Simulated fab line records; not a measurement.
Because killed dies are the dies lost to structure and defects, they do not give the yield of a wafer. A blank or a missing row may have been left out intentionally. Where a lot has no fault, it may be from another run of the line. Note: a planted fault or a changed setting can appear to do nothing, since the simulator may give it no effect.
fab line records ; flow sfq_line
record lots=5; wafers=15; last_day=94
route steps=325 shown I1@80 M2@88
lots that met no fault: from a run of the same line without faults
start_h: hours from the record's opening day to when the first of the lot's shown wafers began ; wait_h: time in hours since the lot's previous step ; " the same as in the row above ; L1.1+2: a single row standing in for several wafers ; - either no value or no given start ; * or withheld: withheld ; < > ~ a bound
route shown NAME@n: NAME is a module with steps in the file, n the number in the route of the first one ; usual: average and standard deviation across the fault-free wafers ; same: alike in all rows ; chamber/n: place in a boat ; sites: per-site readings ; _std_site: the values' standard deviation ; _edge_site: the outer-site mean with the inner-site mean subtracted ; radius_mm: how far each site lies from the wafer's centre ; mask NAME#n: copy n ; behind: the last tool/chamber to shape the wafer ; hold: reason for holding the lot/hours on hold/outcome of the hold ; device: the n, p or np transistor that did not switch ; end of line: the tests these same wafers got at the end of their route ; for a step that has no rows: nothing shown but its recipe ; killed: the dies lost at the first sort to structure and to defects; this is not the yield of the wafer ; map: per-die view of a wafer (x killed, . not killed, _ where there is no die)
set.NAME: setting as actually run; set.NAME@STEP: the setting as run at that earlier step ; model.NAME: the simulator's own value behind a step, which no gauge read
certain route steps with their lots: each step a table, each wafer a row
services: when a tool's chamber went out of use (start_h, in hours from the record's first day, below 0 if earlier), for how many hours, and the reason
## steps
# step SFQ_TRILAYER_I1_VIA_LITHO_EXPOSE_050
# recipe mask_id=I1; na=0.6; source_shape=conventional; sigma_outer=0.65; target_cd_nm=500; dose_mj=21.3
# step SFQ_TRILAYER_I1_VIA_LITHO_PEB_052
# recipe peb_temp_c=115; peb_time_s=60; resist=KrF
# step SFQ_TRILAYER_I1_VIA_LITHO_DEVELOP_051
# recipe time_s=60; resist=KrF
# step SFQ_I1_OVL_MEAS_913
# usual I1_OVL=3/5.5
lot.wafer;tool;chamber;start_h;wait_h;I1_OVL[nm]
L289.1;overlay-01;-;573.19;0.1;11
L289.5;overlay-01;-;573.19;0.1;17
L289.6;overlay-01;-;573.19;0.1;17
L291.2;overlay-02;-;576.79;0.1;0
L291.3;overlay-02;-;576.79;0.1;-10
L291.6;overlay-02;-;576.79;0.1;-5
L295.1;overlay-01;-;585.19;0.1;3
L295.2;overlay-01;-;585.19;0.1;5
L295.3;overlay-01;-;585.19;0.1;2
L308.3;overlay-01;-;624.47;0.1;3
L308.4;overlay-01;-;624.47;0.1;7
L308.6;overlay-01;-;624.47;0.1;8
L310.1;overlay-02;-;935.12;0.1;5
L310.5;overlay-02;-;935.12;0.1;11
L310.6;overlay-02;-;935.12;0.1;6
# step SFQ_TRILAYER_I1_VIA_BARC_OPEN_VIA_ETCH_071
# recipe mask_material=PR; chemistry=O2; target_depth_nm=125; target=BARC; source_w=500; bias_w=80; pressure_mtorr=30; time_s=41.7
# usual drypump_motor_current_A=5.6/0.52; oes_product_au=0.686/0.0048
# same time_s=41.7
lot.wafer;tool;chamber;start_h;wait_h;drypump_motor_current_A;oes_product_au;rf_hours_counter_h
L289.1;rie_diel-04;3;573.22;0.0;4.9;0.690;6
L289.5;rie_diel-04;1;573.22;0.0;5.6;0.686;-
L289.6;rie_diel-04;0;573.22;0.0;6.5;0.680;-
L291.2;rie_diel-03;1;576.82;0.0;5.7;0.682;69
L291.3;rie_diel-03;3;576.82;0.0;5.9;0.687;10
L291.6;rie_diel-03;2;576.82;0.0;5.5;0.691;-
L295.1;rie_diel-04;0;585.22;0.0;6.6;0.691;3
L295.2;rie_diel-04;3;585.22;0.0;4.9;0.691;6
L295.3;rie_diel-04;2;585.22;0.0;4.7;0.686;3
L308.3;rie_diel-03;1;624.50;0.0;5.7;0.689;70
L308.4;rie_diel-03;3;624.50;0.0;5.9;0.686;10
L308.6;rie_diel-03;0;624.50;0.0;5.7;0.688;-
L310.1;rie_diel-03;0;935.16;0.0;5.6;0.682;1
L310.5;rie_diel-03;3;935.16;0.0;5.9;0.688;-
L310.6;rie_diel-03;2;935.16;0.0;5.5;0.690;-
# step SFQ_TRILAYER_I1_VIA_ETCH_VIA_ETCH_052
# recipe target=SiO2; stop_on=Nb; mask_material=PR; taper_deg=20; chemistry=CHF3; target_depth_nm=260; source_w=500; bias_w=80; pressure_mtorr=30; time_s=withheld
# usual drypump_motor_current_A=5.6/0.52; oes_product_au=0.854/0.0058
lot.wafer;tool;chamber;start_h;wait_h;drypump_motor_current_A;oes_product_au
L289.1;rie_diel-04;3;573.26;0.0;4.9;0.858
L289.5;rie_diel-04;1;573.26;0.0;5.6;0.853
L289.6;rie_diel-04;0;573.26;0.0;6.6;0.846
L291.2;rie_diel-03;1;576.86;0.0;5.7;0.845
L291.3;rie_diel-03;3;576.86;0.0;5.9;0.849
L291.6;rie_diel-03;2;576.86;0.0;5.5;0.856
L295.1;rie_diel-04;0;585.26;0.0;6.6;0.852
L295.2;rie_diel-04;3;585.26;0.0;5.0;0.857
L295.3;rie_diel-04;2;585.26;0.0;4.7;0.846
L308.3;rie_diel-03;1;624.54;0.0;5.7;0.852
L308.4;rie_diel-03;3;624.54;0.0;5.9;0.859
L308.6;rie_diel-03;0;624.54;0.0;5.6;0.856
L310.1;rie_diel-03;0;935.20;0.0;5.7;0.862
L310.5;rie_diel-03;3;935.20;0.0;5.9;0.860
L310.6;rie_diel-03;2;935.20;0.0;5.5;0.854
# step SFQ_TRILAYER_I1_VIA_STRIP_STRIP_053
# recipe gas=O2; power_w=200; platen_temp_c=40; overash_fraction=0.65; chemistry=O2; pressure_mtorr=50
# usual drypump_motor_current_A=5.8/0.31; oes_product_au=1.004/0.0074
lot.wafer;tool;chamber;start_h;wait_h;drypump_motor_current_A;oes_product_au;rf_hours_counter_h
L289.1;rie_metal-01;1;573.38;-;5.5;1.006;87
L289.5;rie_metal-01;0;573.38;-;5.9;1.002;-
L289.6;rie_metal-01;1;573.38;-;5.5;1.019;-
L291.2;rie_metal-01;1;576.98;-;5.4;1.002;87
L291.3;rie_metal-01;0;576.98;-;5.8;0.996;-
L291.6;rie_metal-01;0;576.98;-;5.8;1.011;-
L295.1;rie_metal-01;1;585.38;-;5.5;0.998;88
L295.2;rie_metal-01;0;585.38;-;5.8;1.009;77
L295.3;rie_metal-01;1;585.38;-;5.5;1.011;-
L308.3;rie_metal-02;0;624.85;-;5.4;1.010;-
L308.4;rie_metal-02;1;624.85;-;6.2;1.014;-
L308.6;rie_metal-02;1;624.85;-;6.2;1.001;-
L310.1;rie_metal-04;1;935.31;-;6.1;1.003;17
L310.5;rie_metal-04;1;935.31;-;6.1;1.012;-
L310.6;rie_metal-04;0;935.31;-;6.2;1.005;-
# step SFQ_TRILAYER_I1_VIA_STRIP_SOLV_CLEAN_054
# recipe chemistry=NMP; temp_c=70; time_s=600
# step SFQ_TRILAYER_M2_DEP_PRE_CLEAN_056
# recipe gas=Ar; time_s=22.5; bias_v=250
# step SFQ_TRILAYER_M2_DEP_SPUTTER_055
# recipe material=Nb; base_pressure_pa=1.33e-06; chamber_pressure_pa=0.1333; substrate_temp_c=20; resputter_cathode_voltage_v=400; target_thk_nm=200; power_w=2000; time_s=133.3
# usual resputter_cathode_voltage_v=399/4; throttle_valve_pct=30.4/1.1
# same time_s=133.3
lot.wafer;tool;chamber;start_h;wait_h;resputter_cathode_voltage_v;throttle_valve_pct
L289.1;pvd_sputter-04;-;574.20;0.0;393;30.9
L289.5;pvd_sputter-04;-;574.20;0.0;404;31.3
L289.6;pvd_sputter-04;-;574.20;0.0;398;31.3
L291.2;pvd_sputter-04;-;577.80;0.0;401;30.8
L291.3;pvd_sputter-04;-;577.80;0.0;392;31.6
L291.6;pvd_sputter-04;-;577.80;0.0;397;31.1
L295.1;pvd_sputter-04;-;586.18;0.0;399;31.3
L295.2;pvd_sputter-04;-;586.18;0.0;404;30.6
L295.3;pvd_sputter-04;-;586.18;0.0;399;31.4
L308.3;pvd_sputter-04;-;625.46;0.0;405;31.1
L308.4;pvd_sputter-04;-;625.46;0.0;399;30.7
L308.6;pvd_sputter-04;-;625.46;0.0;406;31.4
L310.1;pvd_sputter-05;-;936.32;0.0;406;29.8
L310.5;pvd_sputter-05;-;936.32;0.0;401;26.9
L310.6;pvd_sputter-05;-;936.32;0.0;402;30.1
# step SFQ_M2_RS_MEAS_914
# recipe thk_meas_gauge=four-point-probe; reads=Nb_of_TRILAYER_M2_DEP_SPUTTER_055
# usual M2_NB_RS=0.886/0.0087
lot.wafer;tool;chamber;start_h;wait_h;M2_NB_RS[ohm/sq]
L289.1;film_metro-02;-;574.29;0.0;0.868
L289.5;film_metro-02;-;574.29;0.0;0.876
L289.6;film_metro-02;-;574.29;0.0;0.890
L291.2;film_metro-02;-;577.91;0.1;0.878
L291.3;film_metro-02;-;577.91;0.1;0.879
L291.6;film_metro-02;-;577.91;0.1;0.880
L295.1;film_metro-02;-;586.27;0.0;0.881
L295.2;film_metro-02;-;586.27;0.0;0.877
L295.3;film_metro-02;-;586.27;0.0;0.890
L308.3;film_metro-04;-;625.59;0.1;0.888
L308.4;film_metro-04;-;625.59;0.1;0.876
L308.6;film_metro-04;-;625.59;0.1;0.887
L310.1;film_metro-04;-;936.41;0.0;0.885
L310.5;film_metro-04;-;936.41;0.0;0.896
L310.6;film_metro-04;-;936.41;0.0;0.883
# step SFQ_TRILAYER_M2_LITHO_COAT_062
# recipe resist=BARC; spin_rpm=3000; resist_thk_nm=62
lot.wafer;tool;chamber;start_h;wait_h;model.BARC_of_TRILAYER_M2_LITHO_COAT_062.thk_nm
L289.1;litho_track-01;0;574.47;0.1;61.95
L289.5;litho_track-01;0;574.47;0.1;62.02
L289.6;litho_track-01;0;574.47;0.1;62.08
L291.2+3;litho_track-02;0;578.12;0.1;62.1
L291.6;litho_track-02;0;578.12;0.1;62
L295.1;litho_track-02;0;586.45;0.1;61.82
L295.2;litho_track-02;0;586.45;0.1;61.83
L295.3;litho_track-02;0;586.45;0.1;59.96
L308.3+4;litho_track-01;0;625.83;0.1;62.09
L308.6;litho_track-01;0;625.83;0.1;62.01
L310.1;litho_track-02;0;936.59;0.1;61.96
L310.5;litho_track-02;0;936.59;0.1;61.93
L310.6;litho_track-02;0;936.59;0.1;61.83
# step SFQ_TRILAYER_M2_LITHO_COAT_057
# recipe resist=KrF; spin_rpm=3000; resist_thk_nm=600
# step SFQ_TRILAYER_M2_LITHO_SOFTBAKE_061
# recipe temp_c=withheld; time_s=withheld; resist=KrF
# step SFQ_TRILAYER_M2_LITHO_EXPOSE_058
# recipe mask_id=M2; na=0.6; source_shape=conventional; sigma_outer=0.65; target_cd_nm=500; dose_mj=14.4
# step SFQ_TRILAYER_M2_LITHO_PEB_060
# recipe peb_temp_c=115; peb_time_s=60; resist=KrF
# step SFQ_TRILAYER_M2_LITHO_DEVELOP_059
# recipe time_s=60; resist=KrF
# step SFQ_M2_OVL_MEAS_916
# usual M2_OVL=4/5.3
lot.wafer;tool;chamber;start_h;wait_h;M2_OVL[nm]
L289.1;overlay-01;-;747.70;0.1;5
L289.5;overlay-01;-;747.70;0.1;-2
L289.6;overlay-01;-;747.70;0.1;-3
L291.2;overlay-02;-;752.51;0.1;-5
L291.3;overlay-02;-;752.51;0.1;-1
L291.6;overlay-02;-;752.51;0.1;0
L295.1;overlay-01;-;759.70;0.1;3
L295.2;overlay-01;-;759.70;0.1;2
L295.3;overlay-01;-;759.70;0.1;2
L308.3;overlay-01;-;785.91;0.1;9
L308.4;overlay-01;-;785.91;0.1;3
L308.6;overlay-01;-;785.91;0.1;-3
L310.1;overlay-02;-;939.58;0.1;-8
L310.5;overlay-02;-;939.58;0.1;0
L310.6;overlay-02;-;939.58;0.1;-5
# step SFQ_TRILAYER_M2_BARC_OPEN_METAL_ETCH_077
# recipe mask_material=PR; chemistry=O2; target_depth_nm=125; target=BARC; icp_w=600; bias_w=80; pressure_mtorr=10; time_s=41.7
# usual drypump_motor_current_A=5.7/0.42; oes_product_au=0.685/0.0047
# same time_s=41.7
lot.wafer;tool;chamber;start_h;wait_h;drypump_motor_current_A;oes_product_au;rf_hours_counter_h;model.etch.depth_nm
L289.1;rie_metal-03;1;747.74;0.0;5.3;0.693;57;61.95
L289.5;rie_metal-03;1;747.74;0.0;5.3;0.681;-;62.02
L289.6;rie_metal-03;1;747.74;0.0;5.3;0.675;-;62.08
L291.2;rie_metal-02;0;752.54;0.0;5.4;0.691;76;62.1
L291.3;rie_metal-02;1;752.54;0.0;6.2;0.676;-;62.1
L291.6;rie_metal-02;1;752.54;0.0;6.2;0.686;-;62
L295.1;rie_metal-04;1;759.74;0.0;6.1;0.692;132;61.82
L295.2;rie_metal-04;0;759.74;0.0;6.2;0.681;102;61.83
L295.3;rie_metal-04;0;759.74;0.0;6.3;0.668;-;59.96
L308.3;rie_metal-03;0;785.96;0.0;5.4;0.694;-;62.09
L308.4;rie_metal-03;1;785.96;0.0;5.3;0.680;-;62.09
L308.6;rie_metal-03;0;785.96;0.0;5.4;0.684;-;62.01
L310.1;rie_metal-02;0;939.62;0.0;5.4;0.688;107;61.96
L310.5;rie_metal-02;0;939.62;0.0;5.4;0.691;-;61.93
L310.6;rie_metal-02;1;939.62;0.0;6.3;0.691;-;61.83
# step SFQ_TRILAYER_M2_ETCH_METAL_ETCH_060
# recipe target=Nb; stop_on=SiO2; mask_material=PR; chemistry=Cl2/Ar; target_depth_nm=240; icp_w=600; bias_w=80; pressure_mtorr=10; time_s=120
# usual drypump_motor_current_A=5.7/0.42; oes_product_au=0.897/0.0066
# same time_s=120
lot.wafer;tool;chamber;start_h;wait_h;drypump_motor_current_A;oes_product_au;rf_hours_counter_h
L289.1;rie_metal-03;1;747.86;0.1;5.3;0.905;57
L289.5;rie_metal-03;1;747.86;0.1;5.3;0.901;-
L289.6;rie_metal-03;1;747.86;0.1;5.3;0.892;-
L291.2;rie_metal-02;0;752.60;0.0;5.4;0.903;76
L291.3;rie_metal-02;1;752.60;0.0;6.2;0.901;-
L291.6;rie_metal-02;1;752.60;0.0;6.2;0.898;-
L295.1;rie_metal-04;1;759.80;0.0;6.1;0.895;132
L295.2;rie_metal-04;0;759.80;0.0;6.2;0.896;102
L295.3;rie_metal-04;0;759.80;0.0;6.2;0.895;-
L308.3;rie_metal-03;0;786.04;0.1;5.3;0.897;-
L308.4;rie_metal-03;1;786.04;0.1;5.3;0.899;-
L308.6;rie_metal-03;0;786.04;0.1;5.3;0.895;-
L310.1;rie_metal-02;0;939.68;0.0;5.4;0.903;107
L310.5;rie_metal-02;0;939.68;0.0;5.4;0.895;-
L310.6;rie_metal-02;1;939.68;0.0;6.3;0.897;-
## services
tool;chamber;start_h;hours;kind
pvd_sputter-04;-;553.53;0.5;repair
rie_metal-03;1;555.94;14.2;repair
rie_metal-02;1;572.53;6.3;repair
rie_metal-03;0;618.72;2.1;repair
rie_metal-03;-;647.86;1.4;pm
rie_diel-03;-;688.16;0.7;repair
rie_metal-03;-;695.96;0.4;repair
rie_metal-03;0;704.17;59.2;repair
rie_diel-04;3;708.10;5.6;repair
pvd_sputter-04;-;748.47;0.9;repair
rie_diel-04;3;756.06;3.4;repair
rie_metal-02;-;790.26;0.8;repair
rie_diel-04;-;813.94;0.4;repair
rie_metal-03;0;819.71;21.8;repair
rie_diel-04;3;835.64;7.0;repair
rie_metal-02;1;837.73;16.1;repair
pvd_sputter-04;-;838.19;1.3;repair
rie_diel-04;0;844.36;5.2;repair
pvd_sputter-04;-;852.47;0.8;repair
pvd_sputter-04;-;857.78;1.9;repair
rie_metal-03;0;867.72;4.5;repair
rie_diel-03;-;876.12;0.2;repair
pvd_sputter-04;-;879.02;9.3;repair
rie_metal-02;1;885.18;5.5;repair
## key
first_sign step=SFQ_TRILAYER_M2_BARC_OPEN_METAL_ETCH_077; reading=oes_product_au; direction=down; sigmas=3.5; usual=0.685; struck=0.668
effect none on later readings
model_effect step=SFQ_TRILAYER_M2_LITHO_COAT_062; value=BARC_of_TRILAYER_M2_LITHO_COAT_062.thk_nm; without=61.86; struck=59.96
model_effect step=SFQ_TRILAYER_M2_BARC_OPEN_METAL_ETCH_077; value=etch.depth_nm; without=61.86; struck=59.96
met_at SFQ_TRILAYER_M2_LITHO_COAT_062
struck_wafers L295.3
onset_between 578.12 586.45
fault kind=process_parameter_drift; tool=litho_track-02; chamber=-; onset_h=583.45; steps=SFQ_TRILAYER_M2_LITHO_COAT_062; channel=resist_thk_nm; offset=-1.908; shape=step; end_h=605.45; scope=struck_wafers_only; acts_in=these_recipes_only; stated=62
